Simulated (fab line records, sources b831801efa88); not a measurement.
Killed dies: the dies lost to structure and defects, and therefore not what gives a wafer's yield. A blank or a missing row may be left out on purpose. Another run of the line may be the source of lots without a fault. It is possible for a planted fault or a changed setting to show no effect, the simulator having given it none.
fab line records | flow sky130
record lots=6 | wafers=18 | last-day=50
route steps=708 shown NWELL@61 PAD_OPEN@708
lots that met no fault: taken from a fault-free run of the same line
start-h: hours from the record's first day to the start of the lot's first wafer shown | wait-h: hours since the lot's step before | " identical to the entry in the row above | L1.1+2: one row covering several wafers at once | - no value, or no start was given | * or withheld: withheld | < > ~ a bound
route shown NAME@n: a module of which the file shows steps, and the number in the route of the first | usual: average and standard deviation across the fault-free wafers | same: alike in all rows | chamber/n: place in a boat | sites: each site's reading | _std_site: the standard deviation of these | _edge_site: inner sites' mean taken away from outer sites' mean | radius-mm: for every site, how far away it sits from the centre of the wafer | mask NAME#n: copy n | behind: the last tool/chamber to shape the wafer | hold: why the lot was held/for how many hours/how that ended | device: which transistor (n, p or np) failed to switch | end of line: the same wafers' tests at the end of the route | for a step that has no rows: nothing shown but its recipe | killed: the dies lost at the first sort to structure and to defects; this is not the yield of the wafer | map: per-die view of a wafer (x killed, . not killed, _ where there is no die)
set.NAME: the setting that was run; set.NAME@STEP: the one run at that earlier step | model.NAME: the simulator's own value behind a step, which no gauge read
lots at some steps of the route; a table a step, a row a wafer
services: a tool's chamber out of use, with start hour (start-h, from the record's first day; less than 0 if before it), hours out, and reason
## steps
# step SKY_NWELL_PEB_08
# recipe temp-c=115 | time-s=withheld
# step SKY_NWELL_DEVELOP_09
# recipe wall-angle-deg=90 | developer=TMAH | develop-time-s=60 | dev-temp-c=23
# step SKY_NWELL_OVL_MEAS_10
# usual NWELL_00_OVL=0.4/1.4
lot.wafer | tool       | chamber | start-h | wait-h | NWELL_00_OVL[nm]
L698.1    | overlay-01 | -       | 104.20  | -      | 1.1
L698.4    | "          | -       | "       | "      | 0.7
L698.5    | "          | -       | "       | "      | 0.4
L703.1    | overlay-01 | -       | 126.39  | -      | 2.5
L703.2    | "          | -       | "       | "      | 3.6
L703.5    | "          | -       | "       | "      | 1.8
L712.2    | overlay-02 | -       | 189.20  | -      | 0.1
L712.4    | "          | -       | "       | "      | -0.7
L712.6    | "          | -       | "       | "      | -0.4
L714.2    | overlay-02 | -       | 198.27  | -      | -1.8
L714.5    | "          | -       | "       | "      | -0.5
L714.6    | "          | -       | "       | "      | -1.3
L715.2    | overlay-01 | -       | 202.62  | -      | -0.6
L715.4    | "          | -       | "       | "      | 0.8
L715.5    | "          | -       | "       | "      | -0.3
L716.1    | overlay-02 | -       | 205.02  | -      | 0.9
L716.4    | "          | -       | "       | "      | 1.5
L716.5    | "          | -       | "       | "      | 2.6
# step SKY_NWELL_IMPLANT_11
# recipe species=P | energy-kev=400 | dose-cm2=1.9e+13 | tilt-deg=withheld
# step SKY_NWELL_IMPLANT_12
# recipe species=P | energy-kev=120 | dose-cm2=1.3e+12 | tilt-deg=withheld
# step SKY_NWELL_IMPLANT_13
# recipe species=P | energy-kev=50 | dose-cm2=7e+11 | tilt-deg=withheld
# step SKY_NWELL_STRIP_14
# recipe chemistry=O2/N2 | power-w=1400 | pressure-mtorr=1500 | platen-temp-c=withheld | o2-flow-sccm=3000 | n2-flow-sccm=300 | overash-fraction=0.5
# usual drypump-motor-current-A=5.5/0.41 | oes-product-au=0.722/0.0043 | strip-time-to-endpoint-s=36.92/0.092
# same overash-fraction=0.5
lot.wafer | tool            | chamber | start-h | wait-h | drypump-motor-current-A | oes-product-au | rf-hours-counter-h | strip-time-to-endpoint-s
L698.1    | plasma-asher-01 | 0       | 104.69  | 0.1    | 4.9                     | 0.721          | 43                 | 36.91
L698.4    | "               | 1       | "       | "      | 5.8                     | 0.723          | -                  | 36.89
L698.5    | "               | 1       | "       | "      | 5.8                     | 0.727          | -                  | 36.94
L703.1    | plasma-asher-02 | 0       | 126.88  | 0.1    | 6.0                     | 0.724          | 32                 | 37.10
L703.2    | "               | 1       | "       | "      | 5.4                     | 0.726          | 32                 | 37.06
L703.5    | "               | 0       | "       | "      | 6.0                     | 0.719          | -                  | 37.04
L712.2    | plasma-asher-01 | 1       | 189.68  | 0.1    | 5.8                     | 0.734          | 53                 | 36.84
L712.4    | "               | 0       | "       | "      | 4.9                     | 0.724          | -                  | 36.80
L712.6    | "               | 0       | "       | "      | 4.9                     | 0.723          | -                  | 36.87
L714.2    | plasma-asher-01 | 0       | 198.75  | 0.1    | 4.9                     | 0.720          | 54                 | 36.95
L714.5    | "               | 1       | "       | "      | 5.8                     | 0.721          | -                  | 36.90
L714.6    | "               | 0       | "       | "      | 4.9                     | 0.720          | -                  | 36.93
L715.2    | plasma-asher-01 | 1       | 203.10  | 0.1    | 5.8                     | 0.728          | 54                 | 36.96
L715.4    | "               | 0       | "       | "      | 4.9                     | 0.719          | -                  | 37.00
L715.5    | "               | 1       | "       | "      | 5.8                     | 0.721          | -                  | 37.03
L716.1    | plasma-asher-04 | 1       | 205.50  | 0.1    | 5.0                     | 0.726          | 7                  | 36.80
L716.4    | "               | 1       | "       | "      | 5.1                     | 0.726          | -                  | 36.94
L716.5    | "               | 1       | "       | "      | 5.1                     | 0.726          | -                  | 36.86
# step SKY_NWELL_TW_MEAS_15
# usual NWELL_TW=1838/15
lot.wafer | tool          | chamber | start-h | wait-h | NWELL_TW
L698.1    | film-metro-03 | -       | 104.79  | 0.1    | 1843
L698.4    | "             | -       | "       | "      | 1848
L698.5    | "             | -       | "       | "      | 1836
L703.1    | film-metro-03 | -       | 126.98  | 0.1    | 1824
L703.2    | "             | -       | "       | "      | 1826
L703.5    | "             | -       | "       | "      | 1840
L712.2    | film-metro-04 | -       | 189.79  | 0.1    | 1854
L712.4    | "             | -       | "       | "      | 1863
L712.6    | "             | -       | "       | "      | 1856
L714.2    | film-metro-04 | -       | 198.86  | 0.1    | 1861
L714.5    | "             | -       | "       | "      | 1861
L714.6    | "             | -       | "       | "      | 1867
L715.2    | film-metro-03 | -       | 203.21  | 0.1    | 1833
L715.4    | "             | -       | "       | "      | 1828
L715.5    | "             | -       | "       | "      | 1836
L716.1    | film-metro-04 | -       | 205.60  | 0.1    | 1859
L716.4    | "             | -       | "       | "      | 1872
L716.5    | "             | -       | "       | "      | 1863
# step SKY_NWELL_DEHYDRATE_16
# recipe temp-c=200 | time-s=60
# step SKY_NWELL_HMDS_17
# recipe prime-time-s=60 | prime-temp-c=120
# step SKY_NWELL_COAT_18
# recipe spin-rpm=2000 | resist-thk-nm=3000
# step SKY_NWELL_SOFTBAKE_19
# recipe temp-c=110 | time-s=withheld
# step SKY_NWELL_EXPOSE_20
# recipe mask-id=NWM_COMPLEMENT | na=0.6 | source-shape=conventional | sigma-outer=0.6 | polarization=unpolarized | target-cd-nm=840 | dose-mj=260
lot.wafer  | tool             | chamber | start-h | wait-h | mask             | model.NWELL.overlay-x-nm
L698.1+4+5 | iline-stepper-01 | 0       | 113.54  | -      | NWM_COMPLEMENT#0 | -3.619
L703.1+2+5 | iline-stepper-02 | 0       | 135.12  | -      | NWM_COMPLEMENT#0 | 0.5693
L712.2+4+6 | iline-stepper-02 | 0       | 200.91  | -      | NWM_COMPLEMENT#0 | 241.5
L714.2+5+6 | iline-stepper-02 | 0       | 210.24  | -      | NWM_COMPLEMENT#0 | 237.6
L715.2+4+5 | iline-stepper-01 | 0       | 214.29  | -      | NWM_COMPLEMENT#0 | 0.2849
L716.1+4+5 | iline-stepper-01 | 0       | 217.50  | -      | NWM_COMPLEMENT#0 | 1.304
# step SKY_NWELL_PEB_21
# recipe temp-c=115 | time-s=withheld
# step SKY_NWELL_DEVELOP_22
# recipe wall-angle-deg=90 | developer=TMAH | develop-time-s=60 | dev-temp-c=23
# step SKY_NWELL_OVL_MEAS_23
# usual NWELL_01_OVL=-0.3/1.3
lot.wafer | tool       | chamber | start-h | wait-h | hold                     | NWELL_01_OVL[nm]
L698.1    | overlay-01 | -       | 122.19  | -      | -                        | -2.6
L698.4    | "          | -       | "       | "      | -                        | -1.7
L698.5    | "          | -       | "       | "      | -                        | -3.2
L703.1    | overlay-02 | -       | 144.45  | -      | -                        | 0.4
L703.2    | "          | -       | "       | "      | -                        | 0.9
L703.5    | "          | -       | "       | "      | -                        | 1.7
L712.2    | overlay-02 | -       | 211.87  | -      | await-dispo/0.2h/release | 240.9
L712.4    | "          | -       | "       | "      | await-dispo/0.2h/release | 242.3
L712.6    | "          | -       | "       | "      | await-dispo/0.2h/release | 243.4
L712.2    | overlay-02 | -       | 212.08  | 0.2    | -                        | 240.9
L712.4    | "          | -       | "       | "      | -                        | 242.3
L712.6    | "          | -       | "       | "      | -                        | 243.4
L714.2    | overlay-02 | -       | 221.32  | -      | await-dispo/0.2h/release | 239.9
L714.5    | "          | -       | "       | "      | await-dispo/0.2h/release | 237.7
L714.6    | "          | -       | "       | "      | await-dispo/0.2h/release | 240.2
L714.2    | overlay-02 | -       | 221.53  | 0.2    | -                        | 239.6
L714.5    | "          | -       | "       | "      | -                        | 237.7
L714.6    | "          | -       | "       | "      | -                        | 239.7
L715.2    | overlay-01 | -       | 225.50  | -      | -                        | -0.3
L715.4    | "          | -       | "       | "      | -                        | -1.7
L715.5    | "          | -       | "       | "      | -                        | -0.1
L716.1    | overlay-01 | -       | 228.35  | -      | -                        | -0.7
L716.4    | "          | -       | "       | "      | -                        | 0.1
L716.5    | "          | -       | "       | "      | -                        | 0.2
# step SKY_PAD_OPEN_PROBE_99
# usual defect-limited-yield=82.4/1.9 | killed_at_M0_to_M3=45/7.5 | killed_at_M4_up=2.8/1.9 | killed-at-contacts=25/5.5 | killed-at-front-end=14/4 | killed-at-other=0.3/0.75 | killed-dies=87/9.4 | killed-open=47/6.6 | killed-short=39/6.6 | sort_bin_3_pad_short=0.9/0.39 | sort_bin_5_function=10.4/1.5 | sort_bin_6_memory=6.3/1.2 | sort-n-pass=405/9.4 | sort-yield-pct=82.4/1.9
# same gross-dies=492 | killed-at-back-side=0 | sort_bin_4_leakage[%]=0 | sort_bin_8_speed[%]=0
lot.wafer | tool      | chamber | start-h | wait-h | defect-limited-yield[%] | killed_at_M0_to_M3 | killed_at_M4_up | killed-at-contacts | killed-at-front-end | killed-at-other | killed-dies | killed-open | killed-short | sort_bin_3_pad_short[%] | sort_bin_5_function[%] | sort_bin_6_memory[%] | sort-n-pass | sort-yield-pct[%]
L703.1    | prober-01 | -       | 1122.16 | 0.1    | 82.3                    | 38                 | 2               | 29                 | 18                  | 0               | 87          | 43          | 43           | 0.2                     | 9.8                    | 7.7                  | 405         | 82.3
L703.2    | prober-01 | -       | 1122.21 | 0.1    | 87.6                    | 33                 | 2               | 10                 | 16                  | 0               | 61          | 36          | 25           | 1.2                     | 7.1                    | 4.1                  | 431         | 87.6
L703.5    | prober-01 | -       | 1122.36 | 0.2    | 81.5                    | 49                 | 1               | 28                 | 13                  | 0               | 91          | 46          | 45           | 1.0                     | 11.8                   | 5.7                  | 401         | 81.5
L715.2    | prober-01 | -       | 1189.57 | 0.1    | 81.9                    | 45                 | 2               | 25                 | 17                  | 0               | 89          | 53          | 36           | 0.6                     | 9.8                    | 7.7                  | 403         | 81.9
L715.4    | prober-01 | -       | 1189.67 | 0.2    | 80.9                    | 54                 | 7               | 21                 | 12                  | 0               | 94          | 51          | 42           | 1.6                     | 12.4                   | 5.1                  | 398         | 80.9
L715.5    | prober-01 | -       | 1189.72 | 0.2    | 82.7                    | 46                 | 2               | 24                 | 13                  | 0               | 85          | 50          | 35           | 1.6                     | 9.1                    | 6.5                  | 407         | 82.7
L716.1    | prober-02 | -       | 1196.17 | 0.1    | 81.1                    | 46                 | 2               | 29                 | 16                  | 0               | 93          | 41          | 52           | 1.4                     | 10.0                   | 7.5                  | 399         | 81.1
L716.4    | prober-02 | -       | 1196.32 | 0.2    | 82.1                    | 48                 | 0               | 28                 | 12                  | 0               | 88          | 57          | 31           | 0.8                     | 12.0                   | 5.1                  | 404         | 82.1
L716.5    | prober-02 | -       | 1196.37 | 0.2    | 81.5                    | 43                 | 4               | 31                 | 12                  | 1               | 91          | 46          | 45           | 0.6                     | 10.8                   | 7.1                  | 401         | 81.5
# killed by level:class
L703.1 CONTACT:geometric-particle:open=10 METAL1:geometric-particle:short=8 LI_CONTACT:geometric-particle:open=7 CONTACT:geometric-particle:short=6 VIA1:geometric-particle:open=6 FIELD_ISO:geometric-particle:short=4 FIELD_ISO:geometric-particle:open=4 POLY_GATE:geometric-particle:open=4
L703.2 VIA1:geometric-particle:open=9 FIELD_ISO:geometric-particle:short=6 FIELD_ISO:geometric-particle:open=5 LI_CONTACT:geometric-particle:open=5 VIA2:geometric-particle:short=5 VIA2:geometric-particle:open=5 CONTACT:geometric-particle:open=3 METAL3:geometric-particle:short=3
L703.5 VIA1:geometric-particle:open=11 CONTACT:geometric-particle:open=10 METAL2:geometric-particle:short=7 VIA2:geometric-particle:open=7 METAL1:geometric-particle:short=7 CONTACT:geometric-particle:short=6 VIA3:geometric-particle:open=5 LI_CONTACT:geometric-particle:short=4
L715.2 CONTACT:geometric-particle:open=16 VIA1:geometric-particle:open=11 VIA1:geometric-particle:short=8 VIA3:geometric-particle:open=6 VIA2:geometric-particle:open=6 LI_CONTACT:geometric-particle:open=4 CONTACT:geometric-particle:short=4 METAL1:geometric-particle:short=4
L715.4 VIA1:geometric-particle:open=17 CONTACT:geometric-particle:open=9 CONTACT:geometric-particle:short=8 VIA3:geometric-particle:open=7 VIA1:geometric-particle:short=6 VIA3:geometric-particle:short=5 VIA2:geometric-particle:open=5 FIELD_ISO:geometric-particle:short=4
L715.5 VIA3:geometric-particle:open=11 VIA1:geometric-particle:open=9 CONTACT:geometric-particle:open=8 LI_CONTACT:geometric-particle:open=7 METAL1:geometric-particle:short=7 VIA1:geometric-particle:short=7 VIA2:geometric-particle:open=5 CONTACT:geometric-particle:short=5
L716.1 CONTACT:geometric-particle:open=13 METAL2:geometric-particle:short=9 VIA1:geometric-particle:open=7 VIA2:geometric-particle:short=7 CONTACT:geometric-particle:short=6 POLY_GATE:geometric-particle:short=5 VIA3:geometric-particle:open=5 POLY_GATE:geometric-particle:open=4
L716.4 CONTACT:geometric-particle:open=15 VIA1:geometric-particle:open=11 VIA3:geometric-particle:open=10 METAL1:geometric-particle:short=8 LI_CONTACT:geometric-particle:open=6 VIA2:geometric-particle:open=6 VIA1:geometric-particle:short=4 POLY_GATE:geometric-particle:open=3
L716.5 CONTACT:geometric-particle:open=12 VIA1:geometric-particle:open=8 VIA3:geometric-particle:open=8 LI_CONTACT:geometric-particle:open=7 VIA1:geometric-particle:short=7 LOCAL_INTERCONNECT:geometric-particle:short=5 VIA2:geometric-particle:short=5 POLY_GATE:geometric-particle:short=4
## services
tool             | chamber | start-h | hours | kind
iline-stepper-02 | -       | 85.99   | 0.7   | repair
plasma-asher-04  | -       | 96.27   | 17.1  | repair
plasma-asher-04  | -       | 98.01   | 10.8  | repair
plasma-asher-04  | -       | 113.37  | 14.6  | pm
plasma-asher-02  | -       | 117.20  | 2.8   | pm
plasma-asher-04  | -       | 127.97  | 9.0   | pm
plasma-asher-04  | 0       | 127.97  | 9.0   | vent-cycle
plasma-asher-04  | 1       | 127.97  | 9.0   | vent-cycle
plasma-asher-04  | 0       | 136.97  | -     | clean
plasma-asher-04  | 1       | 136.97  | -     | clean
plasma-asher-01  | -       | 141.50  | 1.6   | repair
iline-stepper-01 | -       | 150.69  | 1.0   | repair
iline-stepper-02 | -       | 215.60  | 6.7   | repair
## key
first-sign step=SKY_NWELL_OVL_MEAS_23 | reading=visit | direction=added
effect step=SKY_NWELL_OVL_MEAS_23 | reading=NWELL_01_OVL | direction=up | sigmas=99+ | usual=-0.3 | struck=240.7
model-effect step=SKY_NWELL_EXPOSE_20 | value=NWELL.overlay-x-nm | without=-0.8454 | struck=239.6
met-at SKY_NWELL_EXPOSE_20
struck-wafers L712.2,L712.4,L712.6,L714.2,L714.5,L714.6
scrapped-behind SKY_NWELL_OVL_MEAS_23 L712.2,L712.4,L712.6,L714.2,L714.5,L714.6
onset-between 135.12 200.91
fault kind=scanner-matching-overlay | tool=iline-stepper-02 | chamber=- | onset-h=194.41 | steps=SKY_NWELL_EXPOSE_20 | offset=240.42
